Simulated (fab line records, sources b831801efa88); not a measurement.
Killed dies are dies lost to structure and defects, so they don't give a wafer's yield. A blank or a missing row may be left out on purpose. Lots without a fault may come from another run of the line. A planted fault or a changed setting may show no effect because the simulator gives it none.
Which tool did it? | flow sfq_line | 14 lots, 42 wafers sampled, at 1 step of a route of 325

WHAT THE GAUGES READ, wafer by wafer
SFQ_I3_BOW_MEAS_922.
lot  | measured     | on            | I3_BOW (um)
L623 | day 46 18:34 | film_metro-04 | -3 13 -2
L624 | day 46 19:58 | film_metro-03 | 5 1 8
L625 | day 47 02:05 | film_metro-04 | 14 6 3
L626 | day 47 19:46 | film_metro-04 | 4 -9 -7
L627 | day 48 22:16 | film_metro-01 | 0 1 -2
L628 | day 49 07:14 | film_metro-01 | 0 -2 4
L631 | day 50 21:16 | film_metro-04 | 12 19 14
L634 | day 51 22:04 | film_metro-01 | -10 2 -7
L635 | day 52 04:01 | film_metro-01 | 0 1 2
L639 | day 54 05:43 | film_metro-04 | 5 11 0
L640 | day 54 09:19 | film_metro-01 | 0 3 1
L642 | day 54 17:25 | film_metro-04 | 13 -3 4
L645 | day 55 18:10 | film_metro-01 | -1 11 12
L646 | day 55 22:44 | film_metro-01 | 5 -2 13

WHICH TOOL RAN EACH LOT (tool, then ch and the chambers of the sampled wafers, then the start)
The record holds no process step before these readings.

WHAT THE TOOLS THEMSELVES READ (means of the sampled wafers that have a number; where no wafer has one, the mark that the record gives instead)
The record holds no such reading with a usual standard deviation.

THE ANSWER, worked out from the rows above alone
Rule: what is usual is taken from the lots themselves. Put in order of their means at a reading, lots are off if they are a third of the lots or fewer, leave a main group of 4 or more, and stand apart from it by a gap of 3 or more times the standard deviation of the main group's means; of several such gaps the widest counts. A main group whose means are all the same, to the digits that the tables above print for the reading, isn't used. A lot without any number at a reading at which 4 lots or more have one is off too. The other lots that the step has rows for count as sound. The gauges are gone through in route order, then the tools' own readings, and for those a lot's mean is taken as printed above. The first step at which some lot is off is used, and at that step the reading that is off furthest; a lot without a number counts as furthest.
No lot is off at any reading shown: from this, nothing can be told.

WHAT THE SIMULATOR HAD PUT IN
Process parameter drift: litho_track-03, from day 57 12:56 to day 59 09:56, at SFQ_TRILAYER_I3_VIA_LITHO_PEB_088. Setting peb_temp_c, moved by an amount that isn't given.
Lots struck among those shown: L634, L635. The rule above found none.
